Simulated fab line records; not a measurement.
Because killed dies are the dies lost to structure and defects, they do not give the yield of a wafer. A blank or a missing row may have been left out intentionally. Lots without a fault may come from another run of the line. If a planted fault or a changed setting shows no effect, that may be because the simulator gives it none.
What tool caused it? ; flow sky130 ; 24 lots with 72 wafers sampled at 6 steps, on a route of 708 steps

## WHAT EACH GAUGE READ, for each wafer
SKY_VT_ADJUST_LVTN_TW_MEAS_10. Usual: VT_ADJUST_LVTN_TW typically reads 244.7, with standard deviation 2.2.
lot;measured;on;VT_ADJUST_LVTN_TW;flag
L074;day 6 18:38;film_metro-03;242.9 241.8 240.6;
L075;day 6 23:14;film_metro-04;241.3 241.3 241.5;
L076;day 7 04:35;film_metro-02;245.2 247.7 246.6;
L077;day 7 22:20;film_metro-03;241.8 241.9 241.5;
L078;day 8 01:26;film_metro-02;245.2 245.9 246.0;
L079;day 8 04:17;film_metro-04;245.7 245.1 244.9;
L080;day 8 07:32;film_metro-04;245.5 245.7 245.1;
L081;day 8 20:35;film_metro-03;244.9 244.4 245.0;
L082;day 9 00:05;film_metro-04;247.4 247.4 246.8;
L083;day 9 06:06;film_metro-02;244.8 245.0 245.4;
L084;day 9 19:20;film_metro-03;243.9 243.4 243.7;
L085;day 9 21:56;film_metro-03;243.2 244.9 242.9;
L086;day 9 22:17;film_metro-02;246.5 245.1 246.1;
L087;day 10 06:20;film_metro-03;241.9 240.7 240.3;
L088;day 10 10:17;film_metro-04;248.1 247.8 247.7;
L089;day 10 23:23;film_metro-02;245.8 246.6 246.1;
L090;day 11 05:15;film_metro-04;245.7 246.0 244.8;
L091;day 11 09:27;film_metro-03;242.5 242.4 243.4;
L093;day 12 13:04;film_metro-04;244.1 246.9 247.0;
L092;day 12 14:11;film_metro-04;245.8 247.4 245.4;
L094;day 12 16:25;film_metro-02;247.4 246.2 247.1;
L095;day 12 17:14;film_metro-02;245.5 246.3 246.0;
L096;day 13 02:50;film_metro-04;248.1 248.0 247.9;
L097;day 13 13:39;film_metro-03;241.1 241.0 240.1;

SKY_SONOS_ONO_CD_MEAS_13: target cd 410 nm. Usual: cd_nm reads 410.4 nm (standard deviation 2.1).
lot;measured;on;cd_nm (nm);flag
L074;day 12 05:45;cd_sem-01;410.6 410.3 411.8;
L075;day 12 13:04;cd_sem-01;410.9 411.5 415.5;
L076;day 12 21:59;cd_sem-01;405.8 408.5 409.1;
L077;day 13 19:42;cd_sem-02;408.4 408.6 408.1;
L078;day 14 03:05;cd_sem-01;411.7 410.1 410.7;
L079;day 14 03:19;cd_sem-01;407.1 408.0 408.1;
L080;day 14 16:44;cd_sem-01;412.8 412.9 413.3;
L081;day 15 05:53;cd_sem-01;410.7 410.2 408.9;
L082;day 15 05:54;cd_sem-02;408.8 411.2 411.1;
L083;day 15 14:29;cd_sem-02;411.8 412.9 410.8;
L084;day 16 07:28;cd_sem-02;411.8 410.8 409.1;
L085;day 16 10:09;cd_sem-02;410.4 410.7 411.1;
L086;day 16 10:23;cd_sem-01;411.6 409.7 410.4;
L087;day 16 22:26;cd_sem-02;409.7 410.7 408.7;
L088;day 17 01:28;cd_sem-02;413.6 413.4 413.6;
L089;day 17 18:27;cd_sem-01;411.0 409.6 411.3;
L090;day 18 04:16;cd_sem-01;409.0 408.4 409.2;
L091;day 18 05:41;cd_sem-01;413.0 410.4 412.5;
L093;day 19 14:52;cd_sem-02;409.2 411.5 409.9;
L092;day 19 18:32;cd_sem-01;413.6 411.0 411.5;
L094;day 19 22:15;cd_sem-01;408.6 406.1 408.2;
L095;day 19 23:32;cd_sem-01;408.6 408.0 407.5;
L096;day 20 11:25;cd_sem-01;411.5 410.0 410.1;
L097;day 20 23:28;cd_sem-01;409.1 408.8 408.7;

SKY_LDD_HVP_TW_MEAS_10. Usual: LDD_HVP_TW typically reads 463.1, with standard deviation 2.7.
lot;measured;on;LDD_HVP_TW;flag
L074;day 21 00:50;film_metro-03;455.9 455.9 455.9;
L075;day 21 07:23;film_metro-03;457.6 458.7 457.0;
L076;day 22 03:04;film_metro-02;464.0 462.5 461.8;
L077;day 22 22:17;film_metro-02;462.4 466.0 463.1;
L078;day 23 06:32;film_metro-03;462.4 458.6 460.8;
L079;day 23 10:13;film_metro-03;463.9 462.0 460.8;
L080;day 24 02:10;film_metro-02;463.5 463.9 464.4;
L081;day 24 11:14;film_metro-03;463.7 465.3 463.8;
L082;day 24 13:31;film_metro-04;466.1 463.5 465.2;
L083;day 24 22:51;film_metro-02;461.3 463.2 461.1;
L084;day 25 12:13;film_metro-03;460.9 460.5 460.2;
L085;day 25 18:26;film_metro-03;460.9 461.3 460.0;
L086;day 25 19:19;film_metro-03;460.9 463.9 462.0;
L087;day 26 07:10;film_metro-03;460.3 463.8 459.3;
L088;day 26 08:32;film_metro-04;463.0 465.7 467.5;
L089;day 26 23:11;film_metro-03;459.2 464.5 460.1;
L090;day 27 12:02;film_metro-03;466.0 464.4 464.2;
L091;day 27 13:11;film_metro-04;465.7 464.0 465.2;
L093;day 28 18:18;film_metro-02;464.8 465.2 464.0;
L092;day 28 23:14;film_metro-04;466.2 463.8 466.9;
L094;day 29 00:58;film_metro-02;463.3 464.4 466.2;
L095;day 29 01:52;film_metro-04;466.7 464.1 468.4;
L096;day 29 13:25;film_metro-04;465.6 464.9 467.2;
L097;day 30 03:43;film_metro-04;468.6 466.5 465.4;

SKY_LDD_LDN_OVL_MEAS_07. Usual: LDD_LDN_OVL typically reads -0.4 nm, with standard deviation 1.
lot;measured;on;LDD_LDN_OVL (nm);flag
L074;day 22 07:14;overlay-02;0.6 -0.8 -0.5;
L075;day 22 13:23;overlay-02;-1.9 -1.0 -1.5;
L076;day 23 09:38;overlay-01;0.8 0.8 0.1;
L077;day 24 04:33;overlay-02;-0.2 -1.0 -0.8;
L078;day 24 12:09;overlay-02;-0.4 0.1 0.1;
L079;day 24 16:02;overlay-01;-0.3 -1.4 -1.0;
L080;day 25 07:00;overlay-02;0.6 -0.7 0.7;
L081;day 25 16:38;overlay-01;-0.6 -1.1 -1.4;
L082;day 25 19:05;overlay-02;-0.4 -0.9 -1.7;
L083;day 26 04:21;overlay-01;0.6 -0.8 -0.6;
L084;day 26 16:32;overlay-02;-2.2 -1.2 -2.6;
L085;day 26 22:44;overlay-02;0.7 -0.7 0.5;
L086;day 27 00:39;overlay-02;-3.1 -2.7 -0.5;
L087;day 27 12:03;overlay-01;0.8 2.9 0.3;
L088;day 27 13:33;overlay-02;-0.6 -1.4 1.1;
L089;day 28 03:38;overlay-02;-0.7 -1.7 -0.1;
L090;day 28 16:39;overlay-01;1.2 0.2 0.2;
L091;day 28 17:58;overlay-01;1.0 1.5 2.0;
L093;day 29 22:04;overlay-01;-0.1 -0.1 -1.0;
L092;day 30 02:45;overlay-01;-1.1 -1.2 -2.2;
L094;day 30 04:08;overlay-02;0.0 0.8 -0.2;
L095;day 30 04:36;overlay-02;-0.3 -1.4 -1.0;
L096;day 30 16:09;overlay-01;-0.3 0.7 -0.4;
L097;day 31 04:19;overlay-02;-0.5 -0.2 1.2;

## TOOL THAT RAN EACH LOT (tool first, then ch and the chambers of the sampled wafers, then the start)
lot;SKY_SONOS_ONO_ETCH_15;SKY_SONOS_ONO_STRIP_17
L074;rie_diel-01 ch 0,3, day 12 05:55;plasma_asher-01 ch 1, day 12 06:01
L075;rie_diel-02 ch 0,1, day 12 13:11;plasma_asher-01 ch 0,1, day 12 13:24
L076;rie_diel-02 ch 1,2, day 12 22:08;plasma_asher-01 ch 1, day 12 22:15
L077;rie_diel-02 ch 0,2, day 13 19:50;plasma_asher-04 ch 0,1, day 13 19:57
L078;rie_diel-01 ch 1,2,3, day 14 03:14;plasma_asher-02 ch 0,1, day 14 03:35
L079;rie_diel-02 ch 1,2,3, day 14 03:29;plasma_asher-04 ch 0,1, day 14 03:41
L080;rie_diel-02 ch 1,2,3, day 14 16:53;plasma_asher-02 ch 0,1, day 14 17:00
L081;rie_diel-02 ch 1,3, day 15 06:02;plasma_asher-01 ch 0,1, day 15 06:14
L082;rie_diel-04 ch 0,1,3, day 15 06:03;plasma_asher-04 ch 0,1, day 15 06:10
L083;rie_diel-04 ch 0,3, day 15 14:35;plasma_asher-04 ch 0,1, day 15 14:44
L084;rie_diel-04 ch 0,2,3, day 16 07:37;plasma_asher-04 ch 0,1, day 16 07:44
L085;rie_diel-02 ch 0,1,2, day 16 10:17;plasma_asher-04 ch 0,1, day 16 10:24
L086;rie_diel-04 ch 1,2, day 16 10:32;plasma_asher-01 ch 1, day 16 10:39
L087;rie_diel-02 ch 1,2,3, day 16 22:35;plasma_asher-02 ch 0,1, day 16 22:42
L088;rie_diel-01 ch 0,1,2, day 17 01:36;plasma_asher-04 ch 0,1, day 17 01:43
L089;rie_diel-02 ch 1,2,3, day 17 18:35;plasma_asher-02 ch 0,1, day 17 18:42
L090;rie_diel-02 ch 1,2,3, day 18 04:23;plasma_asher-04 ch 0,1, day 18 04:32
L091;rie_diel-01 ch 1,2, day 18 05:48;plasma_asher-04 ch 0,1, day 18 05:56
L093;rie_diel-04 ch 0,2,3, day 19 14:57;plasma_asher-04 ch 0,1, day 19 15:05
L092;rie_diel-04 ch 0,2,3, day 19 18:40;plasma_asher-02 ch 0,1, day 19 18:47
L094;rie_diel-02 ch 0,1,3, day 19 22:24;plasma_asher-01 ch 0,1, day 19 22:31
L095;rie_diel-01 ch 1,3, day 19 23:41;plasma_asher-04 ch 0,1, day 19 23:48
L096;rie_diel-01 ch 1,2,3, day 20 11:33;plasma_asher-04 ch 0,1, day 20 11:40
L097;rie_diel-04 ch 1,2, day 20 23:34;plasma_asher-04 ch 0,1, day 20 23:43
- SKY_SONOS_ONO_ETCH_15: etches the open film in CHF3/O2, target depth 19.52 nm, time 7.8 s.
- SKY_SONOS_ONO_STRIP_17: strips in O2/N2.

## WHAT THE TOOLS THEMSELVES READ (means of the sampled wafers that have a number; where no wafer has one, the mark that the record gives instead)
SKY_SONOS_ONO_ETCH_15. Usual: O2_flow_sccm 5.001 sccm, standard deviation 0.014; drypump_motor_current_A 5.8 A, standard deviation 0.46; oes_product_au 1.000 a.u., standard deviation 0.0077; throttle_valve_pct 8.825 %, standard deviation 0.0099.
lot;tool;O2_flow_sccm (sccm);drypump_motor_current_A (A);oes_product_au (a.u.);throttle_valve_pct (%);flag
L074;rie_diel-01;5.002;5.5;0.996;8.815;
L075;rie_diel-02;5.016;5.5;1.000;8.826;
L076;rie_diel-02;5.015;6.0;1.008;8.823;
L077;rie_diel-02;4.990;5.2;0.997;8.813;
L078;rie_diel-01;5.000;6.0;1.005;8.825;
L079;rie_diel-02;4.992;6.0;1.006;8.834;
L080;rie_diel-02;4.991;6.0;1.005;8.823;
L081;rie_diel-02;5.010;6.4;0.999;8.846;
L082;rie_diel-04;5.002;5.7;0.994;8.820;
L083;rie_diel-04;4.996;5.9;1.005;8.830;
L084;rie_diel-04;5.001;6.0;0.995;8.832;
L085;rie_diel-02;5.007;5.6;0.994;8.817;
L086;rie_diel-04;5.007;5.7;0.999;8.830;
L087;rie_diel-02;4.995;6.0;1.001;8.835;
L088;rie_diel-01;4.999;5.9;0.992;8.819;
L089;rie_diel-02;5.018;6.0;1.004;8.822;
L090;rie_diel-02;4.993;6.0;1.001;8.829;
L091;rie_diel-01;4.999;6.2;0.995;8.828;
L093;rie_diel-04;4.999;6.0;0.998;8.821;
L092;rie_diel-04;5.005;6.0;1.007;8.819;
L094;rie_diel-02;4.997;5.9;0.994;8.823;
L095;rie_diel-01;5.002;5.8;0.999;8.825;
L096;rie_diel-01;5.009;6.0;1.004;8.830;
L097;rie_diel-04;4.992;5.7;0.996;8.822;

SKY_SONOS_ONO_STRIP_17. Usual: drypump_motor_current_A 5.97 A, standard deviation 0.22; oes_product_au 0.710 a.u., standard deviation 0.0048; strip_time_to_endpoint_s 14.11 s, standard deviation 0.039.
lot;tool;drypump_motor_current_A (A);oes_product_au (a.u.);strip_time_to_endpoint_s (s);flag
L074;plasma_asher-01;5.72;0.711;14.09;
L075;plasma_asher-01;5.83;0.712;14.06;
L076;plasma_asher-01;5.71;0.712;14.10;
L077;plasma_asher-04;5.95;0.710;14.07;
L078;plasma_asher-02;5.94;0.709;14.09;
L079;plasma_asher-04;6.10;0.708;14.09;
L080;plasma_asher-02;5.95;0.709;14.12;
L081;plasma_asher-01;5.95;0.712;14.06;
L082;plasma_asher-04;5.95;0.707;14.07;
L083;plasma_asher-04;6.12;0.710;14.11;
L084;plasma_asher-04;6.10;0.705;14.11;
L085;plasma_asher-04;5.97;0.711;14.13;
L086;plasma_asher-01;5.69;0.709;14.09;
L087;plasma_asher-02;5.83;0.710;14.18;
L088;plasma_asher-04;6.10;0.713;14.16;
L089;plasma_asher-02;5.96;0.708;14.15;
L090;plasma_asher-04;5.95;0.710;14.08;
L091;plasma_asher-04;5.96;0.707;14.11;
L093;plasma_asher-04;5.94;0.707;14.18;
L092;plasma_asher-02;5.82;0.710;14.12;
L094;plasma_asher-01;5.86;0.714;14.12;
L095;plasma_asher-04;5.94;0.707;14.08;
L096;plasma_asher-04;6.10;0.705;14.09;
L097;plasma_asher-04;6.11;0.713;14.12;

## THE ANSWER, worked out from the rows above alone
Rule: take the mean of a lot's wafers that have a number; if it is more than 3 standard deviations from the usual mean, the lot is off. A lot without any number at a reading at which 4 lots or more have one is off too. Where the step has rows for the other lots, those lots are counted as sound. After the gauges, taken in route order, come the tools' own readings; for these a lot's mean is taken, as printed above. At the first step where some lot is off, the reading lying furthest off is the one used; lots without a number count as furthest.
Nothing can be told from this: no lot is off at any reading shown.

## WHAT THE SIMULATOR HAD INSERTED
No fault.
